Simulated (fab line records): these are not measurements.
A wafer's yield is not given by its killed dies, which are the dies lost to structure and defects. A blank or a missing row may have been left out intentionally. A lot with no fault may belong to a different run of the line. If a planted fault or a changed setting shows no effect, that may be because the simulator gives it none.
A single fault, viewed from 2 desks :: flow gf180mcu :: numbers are kept per desk, each desk with only its own; the story behind them comes last

FROM THE METROLOGY DESK
What the gauges read for every lot (on any tool): the sampled wafers with a number, averaged. A lot is out of limits, marked OUT, if its mean lies more than 4 standard deviations from the usual mean; the brackets give that distance.
Columns: A = V4_CVD_02_THK at GF_V4_THK_MEAS_03, usual 850 nm; B = PASSIVATION_CVD_00_THK at GF_PASSIVATION_THK_MEAS_01, usual 999 nm
lot: L289
first seen here: day 23 20:39
A: 858
B: 993

lot: L294
first seen here: day 25 12:28
A: 853
B: 998

lot: L293
first seen here: day 25 12:50
A: 846
B: 1001

lot: L298
first seen here: day 26 22:38
A: 862
B: 1015

lot: L299
first seen here: day 27 09:26
A: 853
B: 993

lot: L301
first seen here: day 27 16:32
A: 842
B: 987

lot: L302
first seen here: day 27 21:11
A: 847
B: 1004

lot: L303
first seen here: day 28 09:32
A: 853
B: 1006

lot: L304
first seen here: day 28 17:12
A: 848
B: 998

lot: L305
first seen here: day 28 21:52
A: 841
B: 1012

lot: L307
first seen here: day 29 11:43
A: 842
B: 1011

lot: L308
first seen here: day 30 00:57
A: 853
B: 1003

lot: L310
first seen here: day 30 04:32
A: 838
B: 998
Result from this desk: across the 13 lots, nothing is out of limits.

DESK OF THE TOOL OWNER: pvd-sputter-02
At GF_M3_SPUTTER_04 (material TiN, target thk 50 nm, time 41.7 s) the tool's own readings: per lot run on this tool, the mean of the sampled wafers that have a number. A lot is out of limits, marked OUT, if its mean lies more than 4 standard deviations from the usual mean; the brackets give that distance.
Columns: A = throttle-valve-pct at GF_M3_SPUTTER_04, usual 29.4 %
lot: L293
first seen here: day 22 13:41
A: 28.7

lot: L299
first seen here: day 24 15:20
A: 29.2

lot: L307
first seen here: day 26 20:30
A: 29.2
Result from this desk: across the 3 lots, nothing is out of limits.

TAKEN TOGETHER
Metrology desk: nothing out of limits seen.
The tool owner's desk saw nothing out of limits.

WHAT WAS PUT IN BY THE SIMULATOR
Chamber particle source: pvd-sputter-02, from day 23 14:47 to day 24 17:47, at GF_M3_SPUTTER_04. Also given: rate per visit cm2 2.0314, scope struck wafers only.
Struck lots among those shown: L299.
